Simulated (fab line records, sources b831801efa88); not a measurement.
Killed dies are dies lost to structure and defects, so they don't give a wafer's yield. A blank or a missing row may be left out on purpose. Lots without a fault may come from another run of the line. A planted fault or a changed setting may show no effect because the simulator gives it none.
One fault seen from 2 desks | flow sky130 | each desk has only its own numbers; what lay behind them comes last

THE METROLOGY DESK
What the gauges read, lot by lot, whatever tool the lot ran on: means of the sampled wafers that have a number. A lot is out of limits, marked OUT, if its mean lies more than 4 standard deviations from the usual mean; the brackets give that distance.
Columns: A = CAPM_TIN_RS at SKY_CAPM_RS_MEAS_03, usual 6.91 ohm/sq; B = CAPM_TIN_THK at SKY_CAPM_THK_MEAS_04, usual 201.6 nm
lot  | first seen here | A              | B
L869 | day 35 15:41    | 6.94           | 200.5
L870 | day 36 22:53    | 6.91           | 203.4
L872 | day 37 13:10    | 6.94           | 202.6
L875 | day 38 03:38    | 6.81           | 205.0
L876 | day 38 07:29    | 6.97           | 200.5
L877 | day 38 13:07    | 6.91           | 200.1
L878 | day 38 19:39    | 6.89           | 201.1
L883 | day 40 04:51    | 9.97 (+39) OUT | 165.3 (-15) OUT
L892 | day 43 04:59    | 6.90           | 201.5
This desk's finding: out of limits on L883; first on L883, day 40 04:51 (CAPM_TIN_RS at SKY_CAPM_RS_MEAS_03). In limits: L869, L870, L872, L875, L876, L877, L878, L892.

THE TOOL OWNER'S DESK: pvd_sputter-04
The tool's own readings at SKY_CAPM_SPUTTER_02 (material TiN, target thk 200 nm, time 166.7 s): means of the sampled wafers that have a number, for each lot that ran on this tool. A lot is out of limits, marked OUT, if its mean lies more than 4 standard deviations from the usual mean; the brackets give that distance.
Columns: A = cathode_dc_power_W at SKY_CAPM_SPUTTER_02, usual 6499.8 W; B = throttle_valve_pct at SKY_CAPM_SPUTTER_02, usual 30.1 %
lot  | first seen here | A                        | B
L872 | day 37 13:03    | 6500.3                   | 30.4
L876 | day 38 07:21    | 6499.8                   | 29.3
L878 | day 38 19:30    | 6499.9                   | 29.8
L883 | day 40 04:42    | 5253.4 (-99 or more) OUT | 29.4
This desk's finding: out of limits on L883; first on L883, day 40 04:42 (cathode_dc_power_W at SKY_CAPM_SPUTTER_02). In limits: L872, L876, L878.

PUT TOGETHER
The tool owner's desk could have raised an alarm at day 40 04:42, on L883.
The metrology desk could have raised an alarm at day 40 04:51, on L883.
Of the lots named, all ran SKY_CAPM_SPUTTER_02 on pvd_sputter-04.

WHAT THE SIMULATOR HAD PUT IN
Process parameter drift: pvd_sputter-04, from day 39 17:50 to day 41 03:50, at SKY_CAPM_SPUTTER_02. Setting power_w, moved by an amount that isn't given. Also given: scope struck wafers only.
Lots struck among those shown: L883.
Hours from the fault's start to each desk's first reading out of limits: the tool owner's desk, 11; the metrology desk, 11.
